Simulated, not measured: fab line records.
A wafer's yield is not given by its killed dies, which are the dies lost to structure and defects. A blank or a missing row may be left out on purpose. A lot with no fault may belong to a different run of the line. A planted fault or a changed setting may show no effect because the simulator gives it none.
Matching of chambers / flow sky130 / 4 sister chambers for SKY_VIA3_ETCH_15 on rie_diel-02
The step etches SiO2 in C4F8/O2/Ar, stops on TiN, target depth 507 nm, time 78 s. 4 wafers are shown with their chamber, then 8 later ones without.

WAFERS PAIRED WITH THEIR CHAMBERS
wafer=L080.3; chamber=2; oes_product_au (a.u.)=0.951
wafer=L080.4; chamber=3; oes_product_au (a.u.)=0.954
wafer=L080.6; chamber=0; oes_product_au (a.u.)=0.949
wafer=L093.3; chamber=1; oes_product_au (a.u.)=0.941

WAFERS MISSING THEIR CHAMBER
wafer=L093.4; oes_product_au (a.u.)=0.954
wafer=L093.5; oes_product_au (a.u.)=0.937
wafer=L095.2; oes_product_au (a.u.)=0.940
wafer=L095.3; oes_product_au (a.u.)=0.943
wafer=L095.4; oes_product_au (a.u.)=0.948
wafer=L096.2; oes_product_au (a.u.)=0.940
wafer=L096.3; oes_product_au (a.u.)=0.945
wafer=L096.4; oes_product_au (a.u.)=0.945

WHICH CHAMBER EACH ONE RAN IN
wafer=L093.4; from the rows above=can't be placed: 3 or 2 or 0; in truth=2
wafer=L093.5; from the rows above=1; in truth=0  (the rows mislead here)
wafer=L095.2; from the rows above=1; in truth=1
wafer=L095.3; from the rows above=can't be placed: 1 or 0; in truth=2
wafer=L095.4; from the rows above=can't be placed: 0 or 2 or 3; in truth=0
wafer=L096.2; from the rows above=1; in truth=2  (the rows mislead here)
wafer=L096.3; from the rows above=can't be placed: 0 or 1 or 2 or 3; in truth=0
wafer=L096.4; from the rows above=can't be placed: 0 or 1 or 2 or 3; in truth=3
Placed correctly: 1 of 8. Cannot be placed on the basis of these rows: 5; the candidates contain the true chamber in 4. Number placed wrongly: 2.
How it was worked out, from the rows above alone: a wafer's distance from a chamber is the root of the sum, over the readings, of the square of ((its reading less the chamber's mean) divided by the reading's scatter). The wafer belongs to the nearest chamber; if the next one is less than 2 further off, it can't be placed. For every chamber, the mean is computed from those of its wafers that are shown. The scatter: with one shown wafer a chamber, the root of the mean of the squares of how far each hidden wafer lies from its nearest shown one.
